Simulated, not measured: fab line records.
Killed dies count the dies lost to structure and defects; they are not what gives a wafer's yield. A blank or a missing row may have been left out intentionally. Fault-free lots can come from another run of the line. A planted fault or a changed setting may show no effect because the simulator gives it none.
What tool caused it? || flow gf180mcu || 27 wafers from 9 lots sampled at 5 of the route's 602 steps

== WHAT EACH GAUGE READ, for each wafer ==
GF_PSD_CD_MEAS_07 targets a cd of 400 nm.
{"lot": "L747", "measured": "day 14 10:41", "on": "cd-sem-01", "cd-nm (nm)": "403.9 401.6 401.7"}
{"lot": "L748", "measured": "day 14 15:43", "on": "cd-sem-01", "cd-nm (nm)": "401.3 399.6 401.0"}
{"lot": "L749", "measured": "day 15 04:15", "on": "cd-sem-02", "cd-nm (nm)": "400.2 402.8 399.2"}
{"lot": "L757", "measured": "day 18 00:46", "on": "cd-sem-02", "cd-nm (nm)": "401.2 405.2 402.4"}
{"lot": "L758", "measured": "day 18 09:49", "on": "cd-sem-01", "cd-nm (nm)": "401.0 403.1 402.8"}
{"lot": "L761", "measured": "day 19 12:26", "on": "cd-sem-02", "cd-nm (nm)": "399.7 399.3 397.3"}
{"lot": "L764", "measured": "day 20 09:45", "on": "cd-sem-02", "cd-nm (nm)": "398.9 398.5 400.1"}
{"lot": "L765", "measured": "day 20 19:08", "on": "cd-sem-02", "cd-nm (nm)": "395.2 396.8 399.3"}
{"lot": "L768", "measured": "day 21 15:29", "on": "cd-sem-02", "cd-nm (nm)": "400.1 400.8 397.8"}

GF_CONTACT_CD_MEAS_14 targets a cd of 220 nm.
{"lot": "L747", "measured": "day 16 07:58", "on": "cd-sem-01", "cd-nm (nm)": "218.6 221.0 221.2"}
{"lot": "L748", "measured": "day 16 13:56", "on": "cd-sem-01", "cd-nm (nm)": "220.4 221.1 222.5"}
{"lot": "L749", "measured": "day 17 01:41", "on": "cd-sem-02", "cd-nm (nm)": "220.2 220.5 218.9"}
{"lot": "L757", "measured": "day 20 03:21", "on": "cd-sem-02", "cd-nm (nm)": "226.0 227.4 227.5"}
{"lot": "L758", "measured": "day 20 12:28", "on": "cd-sem-01", "cd-nm (nm)": "228.4 228.4 228.6"}
{"lot": "L761", "measured": "day 21 15:55", "on": "cd-sem-02", "cd-nm (nm)": "222.0 221.8 221.8"}
{"lot": "L764", "measured": "day 22 12:25", "on": "cd-sem-01", "cd-nm (nm)": "218.4 218.6 217.5"}
{"lot": "L765", "measured": "day 22 20:26", "on": "cd-sem-01", "cd-nm (nm)": "219.4 219.2 218.6"}
{"lot": "L768", "measured": "day 23 16:19", "on": "cd-sem-02", "cd-nm (nm)": "218.4 221.2 218.5"}

GF_M1_RS_MEAS_05: measurement is done with a four-point probe.
{"lot": "L747", "measured": "day 16 09:29", "on": "film-metro-01", "M1_ALCU_RS (ohm/sq)": "0.0689 0.0688 0.0707"}
{"lot": "L748", "measured": "day 16 15:29", "on": "film-metro-02", "M1_ALCU_RS (ohm/sq)": "0.0700 0.0699 0.0699"}
{"lot": "L749", "measured": "day 17 03:24", "on": "film-metro-01", "M1_ALCU_RS (ohm/sq)": "0.0696 0.0715 0.0720"}
{"lot": "L757", "measured": "day 20 04:55", "on": "film-metro-02", "M1_ALCU_RS (ohm/sq)": "0.0711 0.0708 0.0696"}
{"lot": "L758", "measured": "day 20 14:00", "on": "film-metro-02", "M1_ALCU_RS (ohm/sq)": "0.0705 0.0691 0.0702"}
{"lot": "L761", "measured": "day 21 17:26", "on": "film-metro-01", "M1_ALCU_RS (ohm/sq)": "0.0697 0.0702 0.0697"}
{"lot": "L764", "measured": "day 22 13:56", "on": "film-metro-01", "M1_ALCU_RS (ohm/sq)": "0.0697 0.0691 0.0695"}
{"lot": "L765", "measured": "day 22 21:57", "on": "film-metro-02", "M1_ALCU_RS (ohm/sq)": "0.0685 0.0694 0.0695"}
{"lot": "L768", "measured": "day 23 17:56", "on": "film-metro-02", "M1_ALCU_RS (ohm/sq)": "0.0687 0.0695 0.0691"}

== EACH LOT AND THE TOOL THAT RAN IT (in order: tool; ch and the chambers of the sampled wafers; start) ==
{"lot": "L747", "GF_CONTACT_EXPOSE_11": "krf-scanner-02 ch 0, day 15 21:26", "GF_CONTACT_ETCH_16": "rie-diel-03 ch 1,2, day 16 08:07"}
{"lot": "L748", "GF_CONTACT_EXPOSE_11": "krf-scanner-02 ch 0, day 16 03:04", "GF_CONTACT_ETCH_16": "rie-diel-04 ch 1,3, day 16 14:04"}
{"lot": "L749", "GF_CONTACT_EXPOSE_11": "krf-scanner-02 ch 0, day 16 14:46", "GF_CONTACT_ETCH_16": "rie-diel-02 ch 0,2,3, day 17 01:49"}
{"lot": "L757", "GF_CONTACT_EXPOSE_11": "krf-scanner-01 ch 0, day 19 14:54", "GF_CONTACT_ETCH_16": "rie-diel-03 ch 0,3, day 20 03:29"}
{"lot": "L758", "GF_CONTACT_EXPOSE_11": "krf-scanner-01 ch 0, day 20 00:38", "GF_CONTACT_ETCH_16": "rie-diel-04 ch 1,2,3, day 20 12:35"}
{"lot": "L761", "GF_CONTACT_EXPOSE_11": "krf-scanner-02 ch 0, day 21 04:31", "GF_CONTACT_ETCH_16": "rie-diel-03 ch 1,2,3, day 21 16:04"}
{"lot": "L764", "GF_CONTACT_EXPOSE_11": "krf-scanner-02 ch 0, day 22 00:46", "GF_CONTACT_ETCH_16": "rie-diel-04 ch 0,2, day 22 12:34"}
{"lot": "L765", "GF_CONTACT_EXPOSE_11": "krf-scanner-02 ch 0, day 22 09:25", "GF_CONTACT_ETCH_16": "rie-diel-04 ch 2,3, day 22 20:35"}
{"lot": "L768", "GF_CONTACT_EXPOSE_11": "krf-scanner-02 ch 0, day 23 04:51", "GF_CONTACT_ETCH_16": "rie-diel-04 ch 0,2,3, day 23 16:28"}
- GF_CONTACT_EXPOSE_11: exposes mask Contact, target cd 220 nm.
- GF_CONTACT_ETCH_16: etches BARC in N2/H2.

== WHAT THE TOOLS THEMSELVES READ (means of the sampled wafers that have a number; where no wafer has one, the mark that the record gives instead) ==
GF_CONTACT_EXPOSE_11.
{"lot": "L747", "tool": "krf-scanner-02", "exposure-dose-mJ-cm2": 37.94}
{"lot": "L748", "tool": "krf-scanner-02", "exposure-dose-mJ-cm2": 38.00}
{"lot": "L749", "tool": "krf-scanner-02", "exposure-dose-mJ-cm2": 37.94}
{"lot": "L757", "tool": "krf-scanner-01", "exposure-dose-mJ-cm2": 39.85}
{"lot": "L758", "tool": "krf-scanner-01", "exposure-dose-mJ-cm2": 39.79}
{"lot": "L761", "tool": "krf-scanner-02", "exposure-dose-mJ-cm2": 37.93}
{"lot": "L764", "tool": "krf-scanner-02", "exposure-dose-mJ-cm2": 37.91}
{"lot": "L765", "tool": "krf-scanner-02", "exposure-dose-mJ-cm2": 37.96}
{"lot": "L768", "tool": "krf-scanner-02", "exposure-dose-mJ-cm2": 37.93}

GF_CONTACT_ETCH_16.
{"lot": "L747", "tool": "rie-diel-03", "drypump-motor-current-A (A)": 5.69, "oes-product-au (a.u.)": 0.857, "throttle-valve-pct (%)": 13.227}
{"lot": "L748", "tool": "rie-diel-04", "drypump-motor-current-A (A)": 5.71, "oes-product-au (a.u.)": 0.854, "throttle-valve-pct (%)": 13.229}
{"lot": "L749", "tool": "rie-diel-02", "drypump-motor-current-A (A)": 5.47, "oes-product-au (a.u.)": 0.856, "throttle-valve-pct (%)": 13.223}
{"lot": "L757", "tool": "rie-diel-03", "drypump-motor-current-A (A)": 6.01, "oes-product-au (a.u.)": 0.857, "throttle-valve-pct (%)": 13.225}
{"lot": "L758", "tool": "rie-diel-04", "drypump-motor-current-A (A)": 5.62, "oes-product-au (a.u.)": 0.852, "throttle-valve-pct (%)": 13.225}
{"lot": "L761", "tool": "rie-diel-03", "drypump-motor-current-A (A)": 5.78, "oes-product-au (a.u.)": 0.849, "throttle-valve-pct (%)": 13.225}
{"lot": "L764", "tool": "rie-diel-04", "drypump-motor-current-A (A)": 5.75, "oes-product-au (a.u.)": 0.854, "throttle-valve-pct (%)": 13.218}
{"lot": "L765", "tool": "rie-diel-04", "drypump-motor-current-A (A)": 5.64, "oes-product-au (a.u.)": 0.854, "throttle-valve-pct (%)": 13.225}
{"lot": "L768", "tool": "rie-diel-04", "drypump-motor-current-A (A)": 5.82, "oes-product-au (a.u.)": 0.858, "throttle-valve-pct (%)": 13.230}

== THE ANSWER, worked out from the rows above alone ==
Rule: the usual values come from the lots themselves. Put in order of their means at a reading, lots are off if they are a third of the lots or fewer, leave a main group of 4 or more, and stand apart from it by a gap of 3 or more times the standard deviation of the main group's means; of several such gaps the widest counts. A main group is skipped when, at the precision printed for the reading in the tables above, its means are all equal. Also off: a lot with no number at a reading for which 4 or more lots have one. The other lots that the step has rows for count as sound. After the gauges, taken in route order, come the tools' own readings; for these a lot's mean is taken, as printed above. The first step at which some lot is off is used, and at that step the reading that is off furthest; a lot without a number counts as furthest.
Off, at GF_CONTACT_CD_MEAS_14 on cd-nm: L757, L758. Main group: mean 220.0 nm, sd 1.2.
If a tool, at a process step before that reading, ran all the lots that are off and no sound lot after the first of them, it fits. The gauges at GF_CONTACT_CD_MEAS_14 aren't tried: what is off there is off at GF_CONTACT_EXPOSE_11 too, on other tools, and a gauge's error can't cause that. One candidate fits, namely krf-scanner-01 at GF_CONTACT_EXPOSE_11. It ran no sound lot before its first lot that is off in this sample, so the start can't be narrowed down.
The tool's own readings at GF_CONTACT_EXPOSE_11 bear it out: on the lots that are off they differ by more than 5 times the standard deviation of the sound lots' means. exposure-dose-mJ-cm2 reads 39.82 there against 37.94 on the sound lots.

== WHAT THE SIMULATOR HAD INSERTED ==
Process parameter drift: krf-scanner-01, from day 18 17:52 on, at GF_CONTACT_EXPOSE_11. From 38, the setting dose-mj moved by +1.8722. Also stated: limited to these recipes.
Shown lots that were struck: L757, L758. The rule above found the same.
